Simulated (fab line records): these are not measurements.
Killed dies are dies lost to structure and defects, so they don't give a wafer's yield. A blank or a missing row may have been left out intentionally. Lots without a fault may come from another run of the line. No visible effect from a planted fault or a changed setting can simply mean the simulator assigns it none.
Problem report, 8D (eight disciplines) form, completed by code    flow gf180mcu    the parts of the form that need people (team, actions taken, sign-off) are left out

== 1. THE PROBLEM ==
Wafers without a fault read 399.6 nm, standard deviation 2.5; cd-nm at GF_HV_LDD_CD_MEAS_07 reads a mean of 420.4 nm on 6 wafers belonging to 2 lots. That puts it +8.3 standard deviations away from the usual mean.
The step: target cd 400 nm.
First seen on wafer L900.2, day 12 06:13, on cd-sem-02. Wafers with a number at this step in the record: 42, from 14 lots. By rule, "out" or "out of limits" means more than 4 standard deviations away from the usual mean. The rest of the wafers with a number are treated as sound.

== 2. WHAT IT IS, WHAT IT ISN'T ==
question                     is                      is not
which readings at this step  cd-nm                   -
which lots                   L899, L900              L893, L894, L898, L902, L907, L909, L910, L912, L913, L914, L915, L916
which wafers of those lots   all that have a number  -
read on which gauges         cd-sem-01, cd-sem-02    -
when                         from day 12 06:13       up to then (9 sound wafers); but 27 sound wafers of L902, L907, L909, L910, L912, L913, L914, L915, L916 came after

== 3. SUSPECTS, AND WHAT RULES EACH OUT ==
Counting: a tool stays on the suspect list if, at a process step up to the reading, it processed all lots that are out and no sound lot following the first of them.
- the gauge at GF_HV_LDD_CD_MEAS_07 has been ruled out. The wafers that are out were read on 2 gauges (cd-sem-01, cd-sem-02).
- litho-track-03 at GF_HV_LDD_DEVELOP_06 (develop time 60 s): kept. It ran every lot that is out, first L900 (day 12 06:05), and no sound lot after that.
Left after counting: litho-track-03 at GF_HV_LDD_DEVELOP_06.

== 4. THE CAUSE (what the simulator had put in) ==
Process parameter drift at GF_HV_LDD_DEVELOP_06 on litho-track-03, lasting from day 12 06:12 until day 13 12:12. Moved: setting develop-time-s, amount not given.
The count eliminated every tool but this one.

== 5. THE CHAIN OF EFFECTS, in route order ==
Each row: a reading where the mean over the struck wafers with a number is more than 3 standard deviations away from the usual. Readings are gone through only where the record gives a usual standard deviation; hours: the median, over the lots, of the time from a lot's start at the first step in this table giving one to that lot's start at this step; sigmas: the change measured in usual standard deviations.
hours  step                  reading  usual     on struck wafers  change  sigmas
0      GF_HV_LDD_CD_MEAS_07  cd-nm    399.6 nm  420.4             +20.8   +8.3

== 6. WHAT WOULD HAVE CAUGHT IT SOONER ==
Counted from the fault's start at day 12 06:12, it took 0 hours until the first out-of-limits reading at a measuring or inspecting step in this record, taken at day 12 06:13.
Lots out: 2; of these, L899 started GF_HV_LDD_DEVELOP_06 on litho-track-03 after day 12 06:13. A tool hold placed at that time would have kept it from harm.
